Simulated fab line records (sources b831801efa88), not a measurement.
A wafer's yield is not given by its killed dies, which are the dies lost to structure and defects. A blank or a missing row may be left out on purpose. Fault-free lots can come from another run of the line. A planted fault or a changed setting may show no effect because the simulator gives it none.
fab line records	flow sky130
record: lots: 6	wafers: 18	lastDay: 49
route steps=708 shown POLY_GATE@218 PAD_OPEN@708
lots that met no fault: taken from a fault-free run of the same line
startH: hours from the record's first day to the start of the lot's first wafer shown	waitH: how many hours have passed since the lot's step before this one	" identical to the entry in the row above	L1.1+2: a row that stands for several wafers	- no value, or no start given	* or withheld: withheld	< > ~ a bound
route shown NAME@n: a module of which the file shows steps, and the number in the route of the first	usual: average and standard deviation across the fault-free wafers	same: alike in all rows	chamber/n: place in a boat	sites: the reading at each site	_std_site: the values' standard deviation	_edge_site: the outer-site mean with the inner-site mean subtracted	radiusMm: how far each site lies from the wafer's centre	mask NAME#n: copy n	behind: tool/chamber where the wafer was last shaped	hold: what put the lot on hold/how long, in hours/how the hold closed	device: which transistor (n, p or np) failed to switch	end of line: at the end of the route, the tests of the same wafers	for a step that has no rows: nothing shown but its recipe	killed: not the wafer's yield, but the dies lost to structure and defects at the first sort	map: per-die view of a wafer (x killed, . not killed, _ where there is no die)
set.NAME: the run value of the setting; set.NAME@STEP: its run value at that earlier step	model.NAME: the simulator's own value behind a step, which no gauge read
certain route steps with their lots: each step a table, each wafer a row
services: a tool's chamber out of use, with start hour (startH, from the record's first day; less than 0 if before it), hours out, and reason
== steps ==
step: SKY_POLY_GATE_THK_MEAS_04
recipe: reads: Si3N4_of_POLY_GATE_CVD_03
usual: POLY_GATE_CVD_03_THK: 74.8/0.77
lot.wafer	tool	chamber	startH	waitH	POLY_GATE_CVD_03_THK[nm]
L625.1	filmMetro-02	-	347.88	0.0	74.0
L625.2	"	-	"	"	73.6
L625.3	"	-	"	"	74.1
L628.1	filmMetro-02	-	376.64	0.0	75.0
L628.2	"	-	"	"	75.4
L628.5	"	-	"	"	75.7
L637.1	filmMetro-01	-	456.77	0.0	75.2
L637.3	"	-	"	"	74.8
L637.5	"	-	"	"	75.2
L641.1	filmMetro-02	-	495.15	0.0	75.5
L641.4	"	-	"	"	74.8
L641.6	"	-	"	"	75.2
L642.1	filmMetro-04	-	503.85	0.0	75.0
L642.3	"	-	"	"	75.4
L642.6	"	-	"	"	76.2
L643.1	filmMetro-02	-	505.75	0.0	74.7
L643.4	"	-	"	"	73.6
L643.5	"	-	"	"	74.4
step: SKY_POLY_GATE_DEHYDRATE_05
recipe: tempC: 200	timeS: 60
step: SKY_POLY_GATE_HMDS_06
recipe: primeTimeS: 60	primeTempC: 120
step: SKY_POLY_GATE_COAT_07
recipe: resist: BARC	tempC: withheld	timeS: withheld	spinRpm: 3000	resistThkNm: 110
step: SKY_POLY_GATE_COAT_08
recipe: resist: KrF-thick	spinRpm: 3000	resistThkNm: 450
step: SKY_POLY_GATE_SOFTBAKE_09
recipe: tempC: 100	timeS: 90	resist: KrF-thick
step: SKY_POLY_GATE_EXPOSE_10
recipe: maskId: P1M	na: 0.68	sourceShape: conventional	sigmaOuter: 0.6	targetCdNm: 150	doseMj: 28
step: SKY_POLY_GATE_PEB_11
recipe: pebTempC: withheld	pebTimeS: withheld	resist: KrF-thick
step: SKY_POLY_GATE_DEVELOP_12
recipe: developTimeS: 60	resist: KrF-thick	devTempC: 21
step: SKY_POLY_GATE_CD_MEAS_13
recipe: targetCdNm: 150
usual: cdNm: 149.8/1.4
lot.wafer	tool	chamber	startH	waitH	cdNm
L625.1	cdSem-02	-	376.17	-	148.6
L625.2	"	-	"	"	149.3
L625.3	"	-	"	"	149.8
L628.1	cdSem-01	-	405.68	-	149.0
L628.2	"	-	"	"	148.5
L628.5	"	-	"	"	149.2
L637.1	cdSem-02	-	487.08	-	150.3
L637.3	"	-	"	"	149.7
L637.5	"	-	"	"	150.4
L641.1	cdSem-01	-	526.31	-	149.7
L641.4	"	-	"	"	149.5
L641.6	"	-	"	"	149.0
L642.1	cdSem-02	-	535.52	-	148.1
L642.3	"	-	"	"	148.8
L642.6	"	-	"	"	148.3
L643.1	cdSem-02	-	537.18	-	149.6
L643.4	"	-	"	"	147.4
L643.5	"	-	"	"	147.8
step: SKY_POLY_GATE_OVL_MEAS_14
usual: POLY_GATE_OVL: 0/5.2
lot.wafer	tool	chamber	startH	waitH	POLY_GATE_OVL[nm]
L625.1	overlay-01	-	376.29	0.1	-3
L625.2	"	-	"	"	-7
L625.3	"	-	"	"	1
L628.1	overlay-02	-	405.80	0.1	-7
L628.2	"	-	"	"	-8
L628.5	"	-	"	"	-7
L637.1	overlay-02	-	487.20	0.1	3
L637.3	"	-	"	"	-6
L637.5	"	-	"	"	6
L641.1	overlay-01	-	526.43	0.1	-2
L641.4	"	-	"	"	-6
L641.6	"	-	"	"	-5
L642.1	overlay-01	-	535.64	0.1	-1
L642.3	"	-	"	"	1
L642.6	"	-	"	"	-1
L643.1	overlay-02	-	537.30	0.1	3
L643.4	"	-	"	"	7
L643.5	"	-	"	"	5
step: SKY_POLY_GATE_ETCH_15
recipe: chemistry: N2/H2	target: BARC	ionEnergyEv: 200	sourceW: 485.1	biasW: 100	pressureMtorr: 30	n2FlowSccm: 100	h2FlowSccm: 200	stopOn: SiO2	timeS: 118.5	targetDepthA: 1100
usual: drypumpMotorCurrentA: 5.6/0.48	oesProductAu: 0.716/0.0046	rfFwdPowerW: 482.5/1.7	throttleValvePct: 13.212/0.009
lot.wafer	tool	chamber	startH	waitH	drypumpMotorCurrentA	oesProductAu	rfFwdPowerW	rfHoursCounterH	throttleValvePct
L625.1	rieDiel-01	3	376.32	0.0	6.0	0.715	483.7	3	13.204
L625.2	"	2	"	"	6.4	0.720	482.6	14	13.217
L625.3	"	0	"	"	5.4	0.719	481.6	56	13.200
L628.1	rieDiel-04	2	405.83	0.0	5.6	0.714	482.2	3	13.207
L628.2	"	1	"	"	5.7	0.719	481.8	0	13.196
L628.5	"	3	"	"	4.8	0.719	482.3	-	13.208
L637.1	rieDiel-01	2	487.23	0.0	6.4	0.708	484.9	16	13.213
L637.3	"	3	"	"	6.0	0.718	481.1	5	13.215
L637.5	"	0	"	"	5.4	0.721	482.1	-	13.197
L641.1	rieDiel-01	3	526.47	0.0	6.0	0.715	486.0	5	13.196
L641.4	"	2	"	"	6.4	0.713	482.6	16	13.208
L641.6	"	2	"	"	6.4	0.713	482.4	-	13.192
L642.1	rieDiel-04	2	535.67	0.0	5.6	0.718	479.1	6	13.203
L642.3	"	0	"	"	5.7	0.712	482.1	1	13.208
L642.6	"	0	"	"	5.7	0.712	482.6	-	13.218
L643.1	rieDiel-03	1	537.33	0.0	5.1	0.721	482.9	64	13.213
L643.4	"	2	"	"	5.5	0.718	481.6	-	13.218
L643.5	"	0	"	"	5.6	0.717	483.3	-	13.213
step: SKY_POLY_GATE_ETCH_16
recipe: stopOn: poly-Si	chemistry: CH3F/O2	target: Si3N4	sourceW: 400	biasW: 80	pressureMtorr: 25	ch3fFlowSccm: 40	O2_flow_sccm: 30	timeS: 147.5	targetDepthA: 750
usual: drypumpMotorCurrentA: 5.6/0.48	oesProductAu: 0.640/0.0055	rfFwdPowerW: 398.2/1.3	throttleValvePct: 10.535/0.0088
lot.wafer	tool	chamber	startH	waitH	drypumpMotorCurrentA	oesProductAu	rfFwdPowerW	rfHoursCounterH	throttleValvePct	model.KrF-thick_of_POLY_GATE_COAT_08.thkNm
L625.1	rieDiel-01	3	376.40	0.0	6.0	0.645	400.8	3	10.544	232.7
L625.2	"	2	"	"	6.4	0.632	397.5	14	10.526	232.2
L625.3	"	0	"	"	5.4	0.635	397.2	56	10.538	232
L628.1	rieDiel-04	2	405.92	0.0	5.6	0.638	397.1	3	10.528	241.4
L628.2	"	1	"	"	5.7	0.645	397.6	0	10.538	240.5
L628.5	"	3	"	"	4.7	0.638	397.0	-	10.523	237.5
L637.1	rieDiel-01	2	487.32	0.0	6.4	0.633	336.0	16	10.535	244.8
L637.3	"	3	"	"	6.0	0.642	334.1	5	10.535	245.1
L637.5	"	0	"	"	5.4	0.645	334.5	-	10.545	244.4
L641.1	rieDiel-01	3	526.55	0.0	6.0	0.640	333.1	6	10.545	244
L641.4	"	2	"	"	6.4	0.639	335.2	16	10.531	245
L641.6	"	2	"	"	6.4	0.640	332.0	-	10.538	241.6
L642.1	rieDiel-04	2	535.75	0.0	5.6	0.640	396.3	6	10.537	239.9
L642.3	"	0	"	"	5.7	0.640	396.8	1	10.533	236.7
L642.6	"	0	"	"	5.7	0.640	397.1	-	10.534	235.1
L643.1	rieDiel-03	1	537.42	0.0	5.1	0.640	398.2	64	10.524	234.3
L643.4	"	2	"	"	5.4	0.636	399.0	-	10.527	233.6
L643.5	"	0	"	"	5.6	0.646	399.1	-	10.541	237.2
step: SKY_POLY_GATE_ETCH_17
recipe: targetDepthNm: 180	stopOn: SiO2	overEtchFrac: 0.56667	chemistry: HBr/Cl2	target: poly-Si	icpW: 400	biasW: 100	pressureMtorr: 10	HBr_flow_sccm: 150	Cl2_flow_sccm: 50	timeS: 70.5
usual: drypumpMotorCurrentA: 6.0/0.39	oesProductAu: 0.984/0.0072	rfFwdPowerW: 396.9/1.4	throttleValvePct: 33.685/0.0088
lot.wafer	tool	chamber	startH	waitH	drypumpMotorCurrentA	oesProductAu	rfFwdPowerW	rfHoursCounterH	throttleValvePct	model.KrF-thick_of_POLY_GATE_COAT_08.thkNm
L625.1	rieSi-02	3	376.50	0.0	6.0	0.976	398.0	82	33.678	140.1
L625.2	"	1	"	"	6.7	0.997	397.8	57	33.693	137.7
L625.3	"	2	"	"	6.0	0.980	397.1	1	33.687	137.2
L628.1	rieSi-02	3	406.02	0.0	6.0	0.986	396.9	0	33.677	147.1
L628.2	"	0	"	"	5.5	0.987	393.4	2	33.702	145.6
L628.5	"	2	"	"	6.0	0.989	397.9	-	33.684	141.8
L637.1	rieSi-02	3	487.41	0.0	6.0	0.991	394.4	1	33.695	149.6
L637.3	"	2	"	"	6.0	0.983	396.6	2	33.712	149.2
L637.5	"	3	"	"	6.0	0.991	397.1	-	33.675	148.8
L641.1	rieSi-02	2	526.65	0.0	6.0	0.996	398.5	2	33.704	149
L641.4	"	1	"	"	6.7	0.995	398.1	0	33.696	149.9
L641.6	"	0	"	"	5.5	0.989	394.9	-	33.686	145.3
L642.1	rieSi-01	2	535.85	0.0	5.8	0.978	397.8	5	33.674	145.9
L642.3	"	0	"	"	5.6	0.985	395.9	3	33.678	140.9
L642.6	"	1	"	"	6.1	0.988	397.8	-	33.692	141.2
L643.1	rieSi-02	1	537.51	0.0	6.7	0.984	398.5	0	33.701	139.9
L643.4	"	3	"	"	6.0	0.988	397.9	1	33.678	139
L643.5	"	1	"	"	6.7	0.979	398.3	-	33.694	142.2
step: SKY_POLY_GATE_STRIP_18
recipe: chemistry: O2/N2	powerW: 1400	pressureMtorr: 1500	platenTempC: withheld	o2FlowSccm: 3000	n2FlowSccm: 300	overashFraction: 0.5
usual: drypumpMotorCurrentA: 5.7/0.45	o2FlowSccm: 3000/8.2	oesProductAu: 0.361/0.0044	stripTimeToEndpointS: 3.18/0.03
lot.wafer	tool	chamber	startH	waitH	drypumpMotorCurrentA	o2FlowSccm	oesProductAu	rfHoursCounterH	stripTimeToEndpointS
L625.1	plasmaAsher-02	1	376.56	0.0	6.2	3002	0.359	55	3.17
L625.2	"	0	"	"	6.1	3005	0.362	55	3.14
L625.3	"	0	"	"	6.1	3004	0.362	-	3.12
L628.1	plasmaAsher-04	0	406.07	0.0	5.1	2986	0.365	28	3.26
L628.2	"	1	"	"	5.6	3012	0.369	28	3.25
L628.5	"	1	"	"	5.6	2999	0.363	-	3.19
L637.1	plasmaAsher-01	0	487.47	0.0	6.2	2986	0.367	6	3.27
L637.3	"	0	"	"	6.3	2994	0.367	-	3.28
L637.5	"	1	"	"	5.6	3001	0.371	-	3.25
L641.1	plasmaAsher-04	0	526.71	0.0	5.1	3007	0.364	40	3.27
L641.4	"	1	"	"	5.6	2997	0.368	-	3.26
L641.6	"	0	"	"	5.1	3012	0.368	-	3.22
L642.1	plasmaAsher-02	0	535.91	0.0	6.0	3009	0.361	71	3.23
L642.3	"	1	"	"	6.3	3002	0.354	-	3.18
L642.6	"	0	"	"	6.0	2996	0.366	-	3.17
L643.1	plasmaAsher-02	0	537.57	0.0	6.1	3005	0.357	71	3.16
L643.4	"	0	"	"	6.1	3015	0.357	-	3.17
L643.5	"	1	"	"	6.2	2988	0.360	-	3.19
step: SKY_PAD_OPEN_PROBE_99
usual: killed_at_M0_to_M3: 45/6.9	killed_at_M4_up: 3.2/1.8	killedAtContacts: 25/5.3	killedAtFrontEnd: 16/4.3	killedAtOther: 0.2/0.52	killedDies: 88/8.7	killedOpen: 48/6.5	killedShort: 40/6
same: grossDies: 492	killedAtBackSide: 0
lot.wafer	tool	chamber	startH	waitH	killed_at_M0_to_M3	killed_at_M4_up	killedAtContacts	killedAtFrontEnd	killedAtOther	killedDies	killedOpen	killedShort
L625.1	prober-02	-	1083.28	0.1	41	4	23	12	0	80	45	35
L625.2	prober-02	-	1083.33	0.1	52	1	25	9	1	88	49	38
L625.3	prober-02	-	1083.38	0.2	31	3	26	18	0	78	43	34
L628.1	prober-01	-	1111.33	0.1	30	3	30	21	0	84	41	41
L628.2	prober-01	-	1111.38	0.1	45	5	26	16	0	92	54	38
L628.5	prober-01	-	1111.53	0.2	47	3	33	16	0	99	56	43
L637.1	prober-02	-	1158.10	0.1	41	2	40	12	0	95	60	35
L637.3	prober-02	-	1158.20	0.2	36	2	20	15	0	73	36	37
L637.5	prober-02	-	1158.30	0.2	27	7	25	28	0	87	47	40
L641.1	prober-02	-	1179.83	0.1	39	2	24	20	1	86	47	39
L641.4	prober-02	-	1179.98	0.2	46	4	30	17	0	97	59	38
L641.6	prober-02	-	1180.08	0.2	48	2	25	30	0	105	60	45
killed by level:class
L625.1 CONTACT:geometricParticle:short=9 VIA1:geometricParticle:open=8 VIA3:geometricParticle:open=8 LI_CONTACT:geometricParticle:open=6 CONTACT:geometricParticle:open=6 VIA2:geometricParticle:open=5 POLY_GATE:geometricParticle:open=4 METAL1:geometricParticle:short=4
L625.2 VIA2:geometricParticle:open=13 VIA1:geometricParticle:open=12 LI_CONTACT:geometricParticle:open=7 CONTACT:geometricParticle:open=7 LOCAL_INTERCONNECT:geometricParticle:short=5 METAL3:geometricParticle:short=5 VIA3:geometricParticle:short=5 METAL1:geometricParticle:short=4
L625.3 CONTACT:geometricParticle:open=8 LI_CONTACT:geometricParticle:open=7 VIA1:geometricParticle:open=6 FIELD_ISO:geometricParticle:open=5 FIELD_ISO:geometricParticle:short=5 VIA2:geometricParticle:open=4 METAL1:geometricParticle:short=4 LI_CONTACT:geometricParticle:short=4
L628.1 CONTACT:geometricParticle:short=12 CONTACT:geometricParticle:open=8 LI_CONTACT:geometricParticle:open=7 VIA2:geometricParticle:open=7 VIA1:geometricParticle:open=6 POLY_GATE:geometricParticle:short=5 FIELD_ISO:geometricParticle:short=4 VIA3:geometricParticle:open=4
L628.2 CONTACT:geometricParticle:open=12 VIA1:geometricParticle:open=10 VIA2:geometricParticle:open=9 FIELD_ISO:geometricParticle:open=6 VIA3:geometricParticle:open=5 LI_CONTACT:geometricParticle:open=5 CONTACT:geometricParticle:short=5 FIELD_ISO:geometricParticle:short=4
L628.5 CONTACT:geometricParticle:open=10 VIA1:geometricParticle:open=9 LI_CONTACT:geometricParticle:open=8 VIA3:geometricParticle:open=8 LOCAL_INTERCONNECT:geometricParticle:short=6 CONTACT:geometricParticle:short=6 VIA2:geometricParticle:open=5 POLY_GATE:geometricParticle:short=5
L637.1 CONTACT:geometricParticle:open=15 VIA1:geometricParticle:open=11 CONTACT:geometricParticle:short=8 VIA2:geometricParticle:open=8 VIA3:geometricParticle:short=7 LOCAL_INTERCONNECT:geometricParticle:short=6 LI_CONTACT:geometricParticle:open=5 VIA3:geometricParticle:open=5
L637.3 METAL1:geometricParticle:short=8 LI_CONTACT:geometricParticle:open=7 VIA3:geometricParticle:open=7 POLY_GATE:geometricParticle:short=6 LOCAL_INTERCONNECT:geometricParticle:short=5 VIA2:geometricParticle:open=5 CONTACT:geometricParticle:open=4 VIA1:geometricParticle:short=4
L637.5 FIELD_ISO:geometricParticle:short=8 CONTACT:geometricParticle:open=8 POLY_GATE:geometricParticle:open=8 VIA1:geometricParticle:open=7 POLY_GATE:geometricParticle:short=6 LI_CONTACT:geometricParticle:open=6 METAL4:geometricParticle:short=5 FIELD_ISO:geometricParticle:open=4
L641.1 LI_CONTACT:geometricParticle:open=9 POLY_GATE:geometricParticle:short=7 CONTACT:geometricParticle:open=7 VIA1:geometricParticle:open=7 POLY_GATE:geometricParticle:open=6 VIA3:geometricParticle:short=6 LOCAL_INTERCONNECT:geometricParticle:short=5 VIA1:geometricParticle:short=5
L641.4 VIA1:geometricParticle:open=13 CONTACT:geometricParticle:open=11 LI_CONTACT:geometricParticle:open=9 VIA2:geometricParticle:open=9 POLY_GATE:geometricParticle:short=6 POLY_GATE:geometricParticle:open=6 METAL2:geometricParticle:short=5 CONTACT:geometricParticle:short=5
L641.6 CONTACT:geometricParticle:open=11 VIA1:geometricParticle:open=10 POLY_GATE:geometricParticle:open=9 POLY_GATE:geometricParticle:short=9 VIA3:geometricParticle:open=9 LI_CONTACT:geometricParticle:open=7 VIA1:geometricParticle:short=6 METAL2:geometricParticle:short=6
== services ==
tool	chamber	startH	hours	kind
rieDiel-03	2	371.80	21.3	repair
rieDiel-01	-	378.72	2.8	pm
rieSi-02	3	379.83	-	clean
rieSi-02	3	379.83	15.3	scheduledDown
rieSi-02	3	379.83	15.3	ventCycle
rieDiel-04	-	382.64	2.1	repair
plasmaAsher-01	-	421.25	9.0	pm
plasmaAsher-02	-	425.63	6.0	repair
rieDiel-03	1	430.41	9.2	repair
rieDiel-03	1	464.68	36.7	repair
rieDiel-04	1	468.04	5.0	repair
rieSi-02	3	473.38	4.5	repair
rieDiel-01	1	480.86	-	clean
rieDiel-01	1	480.86	24.8	scheduledDown
rieDiel-01	1	480.86	24.8	ventCycle
rieSi-01	3	482.90	68.0	repair
rieSi-02	1	484.41	2.9	repair
rieDiel-04	-	491.90	0.9	repair
rieSi-01	1	500.06	3.6	repair
rieDiel-01	-	501.73	4.3	pm
rieDiel-04	0	506.09	1.6	repair
rieDiel-03	2	508.02	2.7	repair
rieDiel-04	1	515.03	8.7	repair
rieSi-01	-	516.37	10.9	repair
== key ==
firstSign: step: SKY_POLY_GATE_ETCH_16	reading: rfFwdPowerW	direction: down	sigmas: 50	usual: 398.2	struck: 334.1
effect none on later readings
modelEffect: step: SKY_POLY_GATE_ETCH_16	value: KrF-thick_of_POLY_GATE_COAT_08.thkNm	without: 237.1	struck: 244.1
modelEffect: step: SKY_POLY_GATE_ETCH_17	value: KrF-thick_of_POLY_GATE_COAT_08.thkNm	without: 141.6	struck: 148.6
metAt SKY_POLY_GATE_ETCH_16
struckWafers L637.1,L637.3,L637.5,L641.1,L641.4,L641.6
testerLeftOut L637,L641
onsetBetween 376.40 487.32
fault: kind: processParameterDrift	tool: rieDiel-01	chamber: -	onsetH: 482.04	steps: SKY_POLY_GATE_ETCH_16	channel: sourceW	offset: -64	shape: step	endH: 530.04	actsIn: theseRecipesOnly	stated: 400
testerLeftOut: of these lots the tester's yield and bins aren't shown, on N5 and GAA mostly nor the transistor test; their killed dies are dies lost to structure and defects alone, not to doping, threshold or leakage, so they don't give the yield
